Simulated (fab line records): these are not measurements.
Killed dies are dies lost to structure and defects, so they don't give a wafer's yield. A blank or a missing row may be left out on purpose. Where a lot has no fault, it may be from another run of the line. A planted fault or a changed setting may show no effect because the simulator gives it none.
Which tool is to blame?    flow sfq line    14 lots with 40 wafers sampled at 4 steps, on a route of 325 steps

WHAT THE GAUGES READ, wafer by wafer
SFQ_R5_RS_MEAS_933: uses a four-point probe to measure. Usual: for R5_MONX_RS the level is 7.05 ohm/sq and the standard deviation is 0.082.
lot   measured      on             R5_MONX_RS (ohm/sq)  flag
L126  day 52 20:40  film metro-02  7.10 7.14 7.15       
L127  day 53 02:41  film metro-03  7.04 7.11 7.09       
L128  day 53 08:17  film metro-01  6.94 7.07 6.96       
L129  day 53 14:40  film metro-02  7.24 7.19 7.05       
L130  day 53 15:17  film metro-01  6.96 7.19 6.99       
L131  day 54 00:17  film metro-02  7.10 7.05 7.19       
L132  day 54 06:17  film metro-02  6.98 6.99 6.98       
L133  day 54 11:40  film metro-02  6.86 6.85 6.88       
L139  day 61 21:23  film metro-03  7.06 7.03            
L141  day 62 04:26  film metro-01  7.14 7.12            
L142  day 62 06:22  film metro-02  7.04 6.95 7.06       
L144  day 62 12:21  film metro-02  7.14 7.03 7.13       
L148  day 63 03:22  film metro-01  7.07 7.00 7.04       
L149  day 64 12:20  film metro-02  7.06 7.10 7.02       

SFQ_M7_OVL_MEAS_945. Usual: for M7_OVL the level is -4 nm and the standard deviation is 5.
lot   measured      on          M7_OVL (nm)  flag
L126  day 69 06:58  overlay-02  -2 -4 -8     
L127  day 69 09:45  overlay-01  -8 -8 -10    
L128  day 69 16:20  overlay-02  -6 -1 -3     
L129  day 69 23:56  overlay-01  0 0 -5       
L130  day 70 01:25  overlay-01  -5 -5 -6     
L131  day 76 22:54  overlay-02  -2 -1 3      
L132  day 77 02:30  overlay-02  0 1 0        
L133  day 77 06:06  overlay-02  -4 -4 -1     
L139  day 78 06:07  overlay-02  -4 -4        
L141  day 78 08:30  overlay-02  -6 -12       
L142  day 78 09:42  overlay-01  -8 -5 -12    
L144  day 78 13:18  overlay-01  3 2 2        
L148  day 78 20:30  overlay-01  -3 -5 -8     
L149  day 78 21:42  overlay-01  -8 -7 -7     

TOOL THAT RAN EACH LOT (tool first, then ch and the chambers of the sampled wafers, then the start)
lot   SFQ_TRILAYER_JJ_CE_METRO_MEASURE_117  SFQ_TRILAYER_R5_BARC_OPEN_METAL_ETCH_177
L126  cd sem-02, day 47 12:38               rie metal-02 ch 0,1, day 58 00:14
L127  cd sem-01, day 47 18:36               rie metal-02 ch 0,1, day 58 06:14
L128  cd sem-02, day 47 19:43               rie metal-01 ch 0,1, day 58 11:58
L129  cd sem-01, day 52 15:46               rie metal-02 ch 0,1, day 58 15:34
L130  cd sem-02, day 52 16:58               rie metal-01 ch 0,1, day 58 16:46
L131  cd sem-01, day 52 22:58               rie metal-01 ch 0, day 59 01:10
L132  cd sem-02, day 53 04:58               rie metal-03 ch 0,1, day 59 02:49
L133  cd sem-01, day 53 06:10               rie metal-03 ch 0,1, day 59 05:13
L139  cd sem-02, day 55 17:16               rie metal-03 ch 0, day 61 23:58
L141  cd sem-02, day 56 00:04               rie metal-03 ch 0, day 62 07:01
L142  cd sem-02, day 56 02:40               rie metal-02 ch 0,1, day 62 08:49
L144  cd sem-02, day 56 07:16               rie metal-02 ch 0,1, day 62 18:04
L148  cd sem-02, day 57 07:16               rie metal-02 ch 1, day 63 08:28
L149  cd sem-01, day 63 17:25               rie metal-01 ch 0,1, day 64 15:28
- SFQ_TRILAYER_JJ_CE_METRO_MEASURE_117
- SFQ_TRILAYER_R5_BARC_OPEN_METAL_ETCH_177: etches BARC in O2, target depth 125 nm, time 41.7 s.

WHAT THE TOOLS THEMSELVES READ (means of the sampled wafers that have a number; where no wafer has one, the mark that the record gives instead)
SFQ_TRILAYER_JJ_CE_METRO_MEASURE_117. Usual: cd nm 700.1 nm, standard deviation 1.3.
lot   tool       cd nm (nm)  flag
L126  cd sem-02  699.3       
L127  cd sem-01  700.7       
L128  cd sem-02  701.1       
L129  cd sem-01  698.4       
L130  cd sem-02  698.5       
L131  cd sem-01  701.5       
L132  cd sem-02  700.4       
L133  cd sem-01  698.7       
L139  cd sem-02  699.9       
L141  cd sem-02  701.5       
L142  cd sem-02  699.9       
L144  cd sem-02  698.9       
L148  cd sem-02  701.5       
L149  cd sem-01  699.4       

SFQ_TRILAYER_R5_BARC_OPEN_METAL_ETCH_177. Usual: drypump motor current A 6.1 A, standard deviation 0.45; oes product au 0.685 a.u., standard deviation 0.0046; run length s 70.1 s, standard deviation 0.32.
lot   tool          drypump motor current A (A)  oes product au (a.u.)  run length s (s)  flag
L126  rie metal-02  5.7                          0.685                  70.1              
L127  rie metal-02  5.7                          0.688                  70.3              
L128  rie metal-01  5.5                          0.681                  70.3              
L129  rie metal-02  5.9                          0.686                  70.4              
L130  rie metal-01  5.5                          0.685                  70.3              
L131  rie metal-01  5.5                          0.690                  70.3              
L132  rie metal-03  6.3                          0.684                  69.9              
L133  rie metal-03  6.5                          0.684                  70.0              
L139  rie metal-03  6.2                          0.661                  73.2              OFF
L141  rie metal-03  6.2                          0.659                  73.2              OFF
L142  rie metal-02  5.7                          0.681                  70.1              
L144  rie metal-02  6.0                          0.683                  70.3              
L148  rie metal-02  6.2                          0.690                  70.4              
L149  rie metal-01  5.4                          0.682                  70.3              

THE ANSWER, worked out from the rows above alone
Rule: a lot is off if the mean of its wafers that have a number lies more than 3 standard deviations from the usual mean. Also off: a lot with no number at a reading for which 4 or more lots have one. All remaining lots with rows at the step are treated as sound. The gauges are gone through in route order, then the tools' own readings, and for those a lot's mean is taken as printed above. At the first step where some lot is off, the reading lying furthest off is the one used; lots without a number count as furthest.
Off: L139, L141 (SFQ_TRILAYER_R5_BARC_OPEN_METAL_ETCH_177, run length s).
If a tool, at that step or one of the process steps before it, ran each lot that is off and ran no sound lot following the first of them, it fits. One fits: rie metal-03 at SFQ_TRILAYER_R5_BARC_OPEN_METAL_ETCH_177. A fault onset in the window from L133 (day 59 05:13, its last sound lot) to L139 (day 61 23:58, its first lot off) fits.
The tool's own readings at SFQ_TRILAYER_R5_BARC_OPEN_METAL_ETCH_177 bear it out: on the lots that are off they differ by more than 5 times the standard deviation of the sound lots' means. oes product au reads 0.660 a.u. there against 0.685 a.u. on the sound lots; run length s reads 73.2 s there against 70.2 s on the sound lots.

WHAT HAD BEEN PUT IN BY THE SIMULATOR
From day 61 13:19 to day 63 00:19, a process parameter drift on rie metal-03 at SFQ_TRILAYER_R5_BARC_OPEN_METAL_ETCH_177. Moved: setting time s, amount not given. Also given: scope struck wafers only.
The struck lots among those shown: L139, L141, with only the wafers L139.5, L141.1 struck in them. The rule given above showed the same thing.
